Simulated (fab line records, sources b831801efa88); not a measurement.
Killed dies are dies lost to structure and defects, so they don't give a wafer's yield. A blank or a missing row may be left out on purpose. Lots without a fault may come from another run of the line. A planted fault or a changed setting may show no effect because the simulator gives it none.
A struck lot beside a sound one | flow sky130 | 15 steps out of a route of 708
Sound: wafers L924.1, L924.2, L924.5. Struck: wafer L921.1. (L921.2, L921.5 of the same lot were not struck and are left out.) The cause comes at the end.
At each step with rows: each side's tool, then ch and its chambers, then its first start. Under that, the readings that differ: sound wafers | struck wafers | difference of the means | sigmas: that difference in standard deviations of wafers without a fault.
alike: readings whose means differ by less than 2 such deviations, and words and numbers that are the same on both sides. not compared: withheld readings, readings that some wafer has no value for, bounds like >300 that may hide the same value, and numbers for which the record gives no deviation and whose values overlap.
The two part at a step that has a row with sigmas, a row that says differs or no value, or rows on one side only. Numbers that don't overlap but have no deviation are shown without sigmas and don't part them. A reading that every wafer of one side lacks parts them only if that side has two wafers or more.

first, 7 steps without rows for these wafers: SKY_METAL4_HMDS_06 (prime time 60 s); SKY_METAL4_COAT_07 (resist thk 60 nm); SKY_METAL4_COAT_08 (resist thk 1140 nm); SKY_METAL4_SOFTBAKE_09 (time 90 s); SKY_METAL4_EXPOSE_10 (exposes mask MM4, target cd 300 nm); SKY_METAL4_PEB_11; SKY_METAL4_DEVELOP_12 (develop time 60 s).
SKY_METAL4_CD_MEAS_13: target cd 300 nm.
  sound on cd_sem-01, day 46 21:04; struck on cd_sem-02, day 45 15:55
  alike: cd_nm
SKY_METAL4_OVL_MEAS_14:
  sound on overlay-01, day 46 21:11; struck on overlay-01, day 45 16:02
  alike: METAL4_OVL
SKY_METAL4_DESCUM_15: chemistry O2, time 8 s.
  sound on rie_metal-04 ch 0,1, day 46 21:13; struck on rie_metal-03 ch 1, day 45 16:04
  alike: drypump_motor_current_A, oes_product_au
  not compared: rf_hours_counter_h
SKY_METAL4_ETCH_16: etches BARC in N2/H2, stops on SiO2, time 88.2 s, target depth 60 nm.
  sound on rie_metal-04 ch 0,1, day 46 21:15; struck on rie_metal-03 ch 1, day 45 16:06
  alike: bias_w, drypump_motor_current_A, h2_flow_sccm, oes_product_au, throttle_valve_pct
  not compared: rf_hours_counter_h
SKY_METAL4_ETCH_17: etches SiO2 in C4F8/O2/Ar, stops on TiN, time 3.9 s, target depth 15 nm.
  sound on rie_diel-01 ch 0,1, day 46 21:21; struck on rie_diel-02 ch 2, day 45 16:11
  alike: bias_w, oes_product_au
  not compared: rf_hours_counter_h
SKY_METAL4_METAL_ETCH_18: etches the open film in Cl2/BCl3, stops on SiO2, target depth 845 nm, time 183.1 s.
  sound on rie_metal-02 ch 0,1, day 46 21:22; struck on rie_metal-04 ch 1, day 45 16:13
  reading    | sound             | struck | difference | sigmas
  bias_w (W) | 48.55 48.62 48.53 | 50.61  | +2.04      | +15
  alike: drypump_motor_current_A, oes_product_au, throttle_valve_pct
  not compared: rf_hours_counter_h
SKY_METAL4_STRIP_19: strips in O2/N2.
  sound on plasma_asher-01 ch 0,1, day 46 21:33; struck on plasma_asher-01 ch 1, day 45 16:23
  reading                      | sound             | struck | difference | sigmas
  oes_product_au (a.u.)        | 0.519 0.502 0.513 | 0.491  | -0.020     | -4
  strip_time_to_endpoint_s (s) | 6.75 6.60 6.61    | 6.33   | -0.32      | -4
  alike: drypump_motor_current_A
  not compared: rf_hours_counter_h
-- the record jumps here: 4 days lie between the struck wafers' starts before and after (it left off in module METAL4 and takes up again in module PAD_OPEN, whose first step shown is number 708 of the route) --
SKY_PAD_OPEN_PROBE_99:
  the record has rows for the struck wafers here (prober-01, day 49 05:12) and none for the sound ones

WHERE THEY PART
First at SKY_METAL4_METAL_ETCH_18; last, within this record, at SKY_PAD_OPEN_PROBE_99.

WHY: what the simulator had put in
Process parameter drift: rie_metal-04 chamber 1, from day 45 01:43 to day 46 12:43, at SKY_METAL4_METAL_ETCH_18. Setting bias_w, moved by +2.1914, from 48.5. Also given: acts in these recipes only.
